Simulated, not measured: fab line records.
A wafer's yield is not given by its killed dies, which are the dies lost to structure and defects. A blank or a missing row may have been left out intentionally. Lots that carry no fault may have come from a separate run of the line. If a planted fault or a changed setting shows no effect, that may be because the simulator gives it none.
Matching of chambers / flow sky130 / rieDiel-03 running SKY_FIELD_ISO_ETCH_15: 4 sister chambers
The step etches the open film in CHF3/O2, stops on Si, target depth 180 nm, time 72 s. 14 wafers are shown with their chamber, then 7 later ones without.

== WAFERS, EACH WITH ITS CHAMBER ==
wafer=L209.1; chamber=2; drypumpMotorCurrentA (A)=5.8; chamberPressureMTorr (mTorr)=40.03; oesProductAu (a.u.)=0.936
wafer=L209.4; chamber=3; drypumpMotorCurrentA (A)=5.6; chamberPressureMTorr (mTorr)=40.00; oesProductAu (a.u.)=0.945
wafer=L209.6; chamber=2; drypumpMotorCurrentA (A)=5.8; chamberPressureMTorr (mTorr)=40.01; oesProductAu (a.u.)=0.955
wafer=L212.4; chamber=1; drypumpMotorCurrentA (A)=5.2; chamberPressureMTorr (mTorr)=39.94; oesProductAu (a.u.)=0.940
wafer=L212.5; chamber=3; drypumpMotorCurrentA (A)=5.6; chamberPressureMTorr (mTorr)=39.98; oesProductAu (a.u.)=0.949
wafer=L212.6; chamber=2; drypumpMotorCurrentA (A)=5.8; chamberPressureMTorr (mTorr)=40.02; oesProductAu (a.u.)=0.949
wafer=L216.2; chamber=1; drypumpMotorCurrentA (A)=5.2; chamberPressureMTorr (mTorr)=40.00; oesProductAu (a.u.)=0.944
wafer=L216.3; chamber=0; drypumpMotorCurrentA (A)=5.6; chamberPressureMTorr (mTorr)=40.00; oesProductAu (a.u.)=0.944
wafer=L216.6; chamber=2; drypumpMotorCurrentA (A)=5.8; chamberPressureMTorr (mTorr)=40.00; oesProductAu (a.u.)=0.946
wafer=L219.1; chamber=3; drypumpMotorCurrentA (A)=5.6; chamberPressureMTorr (mTorr)=40.01; oesProductAu (a.u.)=0.948
wafer=L219.4; chamber=0; drypumpMotorCurrentA (A)=5.7; chamberPressureMTorr (mTorr)=40.02; oesProductAu (a.u.)=0.930
wafer=L219.5; chamber=3; drypumpMotorCurrentA (A)=5.6; chamberPressureMTorr (mTorr)=40.00; oesProductAu (a.u.)=0.950
wafer=L220.1; chamber=1; drypumpMotorCurrentA (A)=5.2; chamberPressureMTorr (mTorr)=39.95; oesProductAu (a.u.)=0.947
wafer=L220.2; chamber=0; drypumpMotorCurrentA (A)=5.7; chamberPressureMTorr (mTorr)=40.00; oesProductAu (a.u.)=0.947

SIGNATURES (means of the wafers above)
reading=drypumpMotorCurrentA; chamber 0=5.667; chamber 1=5.200; chamber 2=5.800; chamber 3=5.600; scatter within a chamber=0.0258
reading=chamberPressureMTorr; chamber 0=40.0067; chamber 1=39.9633; chamber 2=40.0150; chamber 3=39.9975; scatter within a chamber=0.0182
reading=oesProductAu; chamber 0=0.94033; chamber 1=0.94367; chamber 2=0.94650; chamber 3=0.94800; scatter within a chamber=0.00626
Rule: a wafer's distance from a chamber is the root of the sum, over the readings, of the square of ((its reading less the chamber's mean) divided by the reading's scatter). If the next closest chamber is less than 2 further off than the closest, the wafer can't be placed; otherwise it belongs to the closest. The scatter is the square root of a quotient: the sum, over the shown wafers, of each reading's squared deviation from its chamber's mean, divided by wafers minus chambers.

== WAFERS WITHOUT THEIR CHAMBER ==
wafer=L220.5; drypumpMotorCurrentA (A)=5.8; chamberPressureMTorr (mTorr)=39.99; oesProductAu (a.u.)=0.947
wafer=L226.1; drypumpMotorCurrentA (A)=5.6; chamberPressureMTorr (mTorr)=40.02; oesProductAu (a.u.)=0.940
wafer=L226.4; drypumpMotorCurrentA (A)=5.2; chamberPressureMTorr (mTorr)=39.97; oesProductAu (a.u.)=0.923
wafer=L226.5; drypumpMotorCurrentA (A)=5.8; chamberPressureMTorr (mTorr)=40.02; oesProductAu (a.u.)=0.932
wafer=L230.2; drypumpMotorCurrentA (A)=5.7; chamberPressureMTorr (mTorr)=39.98; oesProductAu (a.u.)=0.945
wafer=L230.4; drypumpMotorCurrentA (A)=5.2; chamberPressureMTorr (mTorr)=40.01; oesProductAu (a.u.)=0.954
wafer=L230.5; drypumpMotorCurrentA (A)=5.6; chamberPressureMTorr (mTorr)=39.96; oesProductAu (a.u.)=0.948

== EACH ONE'S CHAMBER ==
wafer=L220.5; from the rows above=2; in truth=2
wafer=L226.1; from the rows above=can't be placed: 3 or 0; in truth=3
wafer=L226.4; from the rows above=1; in truth=1
wafer=L226.5; from the rows above=2; in truth=2
wafer=L230.2; from the rows above=can't be placed: 0 or 3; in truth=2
wafer=L230.4; from the rows above=1; in truth=1
wafer=L230.5; from the rows above=can't be placed: 3 or 0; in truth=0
Placed correctly: 4 of 7. Cannot be placed on the basis of these rows: 3; the candidates contain the true chamber in 2. Placed wrongly: 0.
